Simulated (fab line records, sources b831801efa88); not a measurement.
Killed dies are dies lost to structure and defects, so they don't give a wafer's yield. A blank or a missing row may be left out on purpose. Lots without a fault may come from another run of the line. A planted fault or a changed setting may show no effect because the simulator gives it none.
A struck lot beside a sound one | flow sky130 | 16 steps out of a route of 708
Sound: wafers L585.2, L585.3, L585.6. Struck: wafers L575.1, L575.5, L575.6. The cause comes at the end.
At each step with rows: each side's tool, then ch and its chambers, then its first start. Under that, the readings that differ: sound wafers | struck wafers | difference of the means | sigmas: that difference in standard deviations of wafers without a fault.
alike: readings whose means differ by less than 2 such deviations, and words and numbers that are the same on both sides. not compared: withheld readings, readings that some wafer has no value for, bounds like >300 that may hide the same value, and numbers for which the record gives no deviation and whose values overlap.
The two part at a step that has a row with sigmas, a row that says differs or no value, or rows on one side only. Numbers that don't overlap but have no deviation are shown without sigmas and don't part them. A reading that every wafer of one side lacks parts them only if that side has two wafers or more.

first, 4 steps without rows for these wafers: SKY_LDD_LDN_SOFTBAKE_03 (time 60 s); SKY_LDD_LDN_EXPOSE_04 (exposes mask LDNTM, target cd 700 nm); SKY_LDD_LDN_PEB_05; SKY_LDD_LDN_DEVELOP_06 (develop time 60 s).
SKY_LDD_LDN_OVL_MEAS_07:
  sound on overlay-01, day 29 10:19; struck on overlay-01, day 25 19:58
  alike: LDD_LDN_OVL
then, 4 steps without rows for these wafers: SKY_LDD_LDN_IMPLANT_08; SKY_LDD_LDN_IMPLANT_09; SKY_LDD_LDN_IMPLANT_10; SKY_LDD_LDN_IMPLANT_11.
SKY_LDD_LDN_STRIP_12: strips in O2/N2.
  sound on plasma_asher-03 ch 0,1, day 29 10:56; struck on plasma_asher-02 ch 0,1, day 25 20:36
  reading                     | sound       | struck      | difference | sigmas
  drypump_motor_current_A (A) | 5.0 4.8 4.8 | 6.1 5.5 6.1 | +1.0       | +2
  alike: oes_product_au, strip_time_to_endpoint_s
  not compared: rf_hours_counter_h
SKY_LDD_LDN_TW_MEAS_13:
  sound on film_metro-03, day 29 11:03; struck on film_metro-03, day 25 20:42
  alike: LDD_LDN_TW
then, 1 step without rows for these wafers: SKY_LDD_LDN_CLEAN_14 (cleans in SC1/SC2, time 150 s).
SKY_SPACER_CVD_00: deposits Si3N4 from DCS/NH3, target thk 43.1 nm, time 740 s.
  sound on lpcvd-02 ch 1, day 29 11:09; struck on lpcvd-02 ch 0, day 25 20:49
  reading                                  | sound             | struck            | difference | sigmas
  model.Si3N4_of_SPACER_CVD_00.thk_nm (nm) | 43.26 43.08 43.57 | 81.74 81.82 81.89 | +38.51     |
SKY_SPACER_THK_MEAS_01:
  sound on film_metro-02, day 29 12:22; struck on film_metro-04, day 25 22:01
  reading                | sound          | struck         | difference | sigmas
  SPACER_CVD_00_THK (nm) | 43.3 43.1 43.6 | 81.7 81.8 82.0 | +38.5      | +99 or more
SKY_SPACER_ETCHBACK_02: etches Si3N4 in CH3F/O2, stops on SiO2, time 46.7 s, target depth 45 nm.
  sound on rie_diel-04 ch 1,2,3, day 29 12:25; struck on rie_diel-04 ch 0,3, day 25 22:05
  reading                  | sound             | struck            | difference | sigmas
  oes_product_au (a.u.)    | 0.854 0.851 0.865 | 0.987 0.987 0.996 | +0.133     | +21
  model.etch.depth_nm (nm) | 43.26 43.08 43.57 | 54.74 55.01 55.04 | +11.63     |
  alike: drypump_motor_current_A, rf_fwd_power_W, throttle_valve_pct
  not compared: rf_hours_counter_h
-- the record jumps here: 22 days lie between the struck wafers' starts before and after (it left off in module SPACER and takes up again in module PAD_OPEN, whose first step shown is number 708 of the route) --
SKY_PAD_OPEN_PROBE_99:
  sound on prober-02, day 49 21:54; struck on prober-01, day 47 16:49
  reading             | sound    | struck      | difference | sigmas
  killed_at_front_end | 15 13 14 | 419 426 420 | +408       | +95
  killed_dies         | 83 93 89 | 492 492 492 | +404       | +42
  killed_on_rim       | 17 18 15 | 96 96 96    | +79        | +18
  alike: killed_at_M0_to_M3, killed_at_M4_up, killed_at_contacts, killed_at_other, killed_open, killed_short

WHERE THEY PART
First at SKY_LDD_LDN_STRIP_12; last, within this record, at SKY_PAD_OPEN_PROBE_99.

WHY: what the simulator had put in
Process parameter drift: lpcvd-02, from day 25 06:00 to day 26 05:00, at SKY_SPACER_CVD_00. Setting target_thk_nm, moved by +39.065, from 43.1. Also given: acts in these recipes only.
